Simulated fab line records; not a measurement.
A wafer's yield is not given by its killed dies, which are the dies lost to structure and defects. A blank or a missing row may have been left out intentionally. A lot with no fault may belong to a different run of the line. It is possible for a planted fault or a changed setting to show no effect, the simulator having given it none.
Problem report, 8D (eight disciplines) form, completed by code / flow gf180mcu / the parts of the form that need people (team, actions taken, sign-off) are left out

== 1. PROBLEM STATEMENT ==
Across 6 wafers from 2 lots, HV_LDD_RS at GF_HV_LDD_RS_MEAS_53 averages 414.0 ohm/sq, while fault-free wafers read 418.4 ohm/sq with a standard deviation of 0.81. Relative to the usual mean, that is a shift of -5.4 standard deviations.
The step: measures by four-point-probe.
Seen first at day 16 07:23 on film-metro-03, wafer L155.2. The record has a number at this step for 36 wafers belonging to 12 lots. By rule, "out" or "out of limits" means more than 4 standard deviations away from the usual mean. The rest of the wafers with a number are treated as sound.

== 2. WHAT IT IS AND WHAT IT IS NOT ==
question=which readings at this step | is=HV_LDD_RS | is not=-
question=which lots | is=L155, L158 | is not=L145, L146, L149, L150, L152, L153, L164, L165, L166, L167
question=which wafers of those lots | is=all that have a number | is not=-
question=read on which gauges | is=film-metro-03 | is not=film-metro-01, film-metro-04
question=when | is=from day 16 07:23 | is not=up to then (18 sound wafers); but 12 sound wafers of L164, L165, L166, L167 came after

== 3. THE SUSPECTS, EACH WITH WHAT RULES IT OUT ==
Counting: a tool at any process step up to the reading remains a suspect when it ran all the lots that are out and ran no sound lot after the first of those.
- the gauge at GF_HV_LDD_RS_MEAS_53: ruled out. All the wafers that are out were read on film-metro-03, but those of them that GF_HV_LDD_IMPLANT_35 has rows for are out there too, on other tools.
- implanter-03 at GF_HV_LDD_IMPLANT_35: kept. It ran every lot that is out, first L155 (day 15 08:44), and no sound lot after that; its last sound lot up to then is L152 (day 14 07:46). Out on those wafers are its own readings of beam-energy-keV.
After counting, what remains is implanter-03 at GF_HV_LDD_IMPLANT_35.

== 4. THE CAUSE (what the simulator had put in) ==
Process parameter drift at GF_HV_LDD_IMPLANT_35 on implanter-03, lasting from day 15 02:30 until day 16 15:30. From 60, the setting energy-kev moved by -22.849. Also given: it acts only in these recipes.
Counting left only this tool.

== 5. THE CHAIN OF EFFECTS, in route order ==
Rows list readings where the struck wafers' mean (over those with a number) sits beyond 3 standard deviations from the usual. Scope: only readings with a usual standard deviation given in the record; hours: median across lots of the time from each lot's start at the first step in this table that gives one to its start at this step; sigmas: change in usual standard deviations.
hours=0; step=GF_HV_LDD_IMPLANT_35; reading=beam-energy-keV; usual=60.005; on struck wafers=37.148; change=-22.857; sigmas=-99 or more
hours=23; step=GF_HV_LDD_RS_MEAS_53; reading=HV_LDD_RS; usual=418.4 ohm/sq; on struck wafers=414.0; change=-4.4; sigmas=-5.4
Its process steps:
- GF_HV_LDD_IMPLANT_35
Later measuring or inspecting steps at which every struck wafer that the step has a row for has a number for every such reading, and none has moved that far: GF_NSD_TW_MEAS_12.

== 6. WHAT WOULD HAVE CAUGHT IT SOONER ==
29 hours passed between the start of the fault at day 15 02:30 and the first reading out of limits at a measuring or inspecting step in this record, taken at day 16 07:23.
The tool's own readings at GF_HV_LDD_IMPLANT_35 were out on every struck wafer that the step has a row for (beam-energy-keV): an alarm limit on them would have fired on the first of those.
Lots out: 2; all had begun GF_HV_LDD_IMPLANT_35 on implanter-03 by day 16 07:23. A hold on the tool at that time would have spared none of them.
